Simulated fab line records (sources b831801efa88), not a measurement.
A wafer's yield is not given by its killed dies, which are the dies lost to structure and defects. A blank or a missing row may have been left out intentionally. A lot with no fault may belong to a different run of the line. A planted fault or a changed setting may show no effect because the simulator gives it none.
A single fault, viewed from 2 desks / flow sky130 / every desk sees just its own numbers, and what lay behind them comes last

== METROLOGY DESK ==
What the gauges read for every lot (on any tool): the sampled wafers with a number, averaged. Marked OUT: a lot whose mean sits more than 4 standard deviations from the usual mean, which makes it out of limits; the brackets give that distance.
Columns: A = VIA1_OVL at SKY_VIA1_OVL_MEAS_13, usual -3 nm; B = VIA1_W_RS at SKY_VIA1_RS_MEAS_22, usual 0.428 ohm/sq; C = VIA1_W_THK at SKY_VIA1_THK_MEAS_23, usual 282 nm
lot=L721; first seen here=day 34 01:59; A=-17; B=0.425; C=282
lot=L723; first seen here=day 35 02:59; A=-11; B=0.430; C=282
lot=L724; first seen here=day 35 06:33; A=3; B=0.423; C=285
lot=L727; first seen here=day 36 02:23; A=3; B=0.426; C=283
lot=L729; first seen here=day 37 02:05; A=-11; B=0.427; C=282
lot=L730; first seen here=day 37 02:26; A=-10; B=0.429; C=282
lot=L732; first seen here=day 37 19:17; A=-5; B=0.430; C=278
lot=L739; first seen here=day 39 16:50; A=-1; B=0.433; C=277
lot=L741; first seen here=day 40 04:02; A=-3; B=0.483 (+12) OUT; C=257 (-7.9) OUT
lot=L743; first seen here=day 40 16:03; A=-1; B=0.434; C=276
lot=L744; first seen here=day 41 01:54; A=-6; B=0.432; C=281
This desk's finding: out of limits on L741; first on L741, day 40 04:55 (VIA1_W_RS at SKY_VIA1_RS_MEAS_22). Within limits: L721, L723, L724, L727, L729, L730, L732, L739, L743, L744.

== TOOL OWNER'S DESK, cvd_w-02 ==
The tool's own readings at SKY_VIA1_CVD_21 (deposits W, target thk 270 nm, time 80.902 s): means of the sampled wafers that have a number, for each lot that ran on this tool. Marked OUT: a lot whose mean sits more than 4 standard deviations from the usual mean, which makes it out of limits; the brackets give that distance.
Columns: A = heater_power_w at SKY_VIA1_CVD_21, usual 891 W
lot=L721; first seen here=day 34 02:46; A=957
lot=L723; first seen here=day 35 03:48; A=892
lot=L730; first seen here=day 37 03:15; A=920
lot=L732; first seen here=day 37 20:07; A=898
lot=L741; first seen here=day 40 04:49; A=951
This desk's finding: nothing out of limits on any of the 5 lots.

== BROUGHT TOGETHER ==
The metrology desk could have raised an alarm at day 40 04:55, on L741.
The tool owner's desk saw nothing out of limits.
Tool owner's desk: L741 on record, inside its limits.
The lots listed all ran SKY_VIA1_CVD_21 on cvd_w-02.

== WHAT THE SIMULATOR HAD INSERTED ==
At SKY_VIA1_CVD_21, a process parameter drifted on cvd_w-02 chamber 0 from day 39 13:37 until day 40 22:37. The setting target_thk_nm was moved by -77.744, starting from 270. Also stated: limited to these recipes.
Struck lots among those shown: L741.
Hours from the fault's start to each desk's first reading out of limits: the metrology desk, 15.
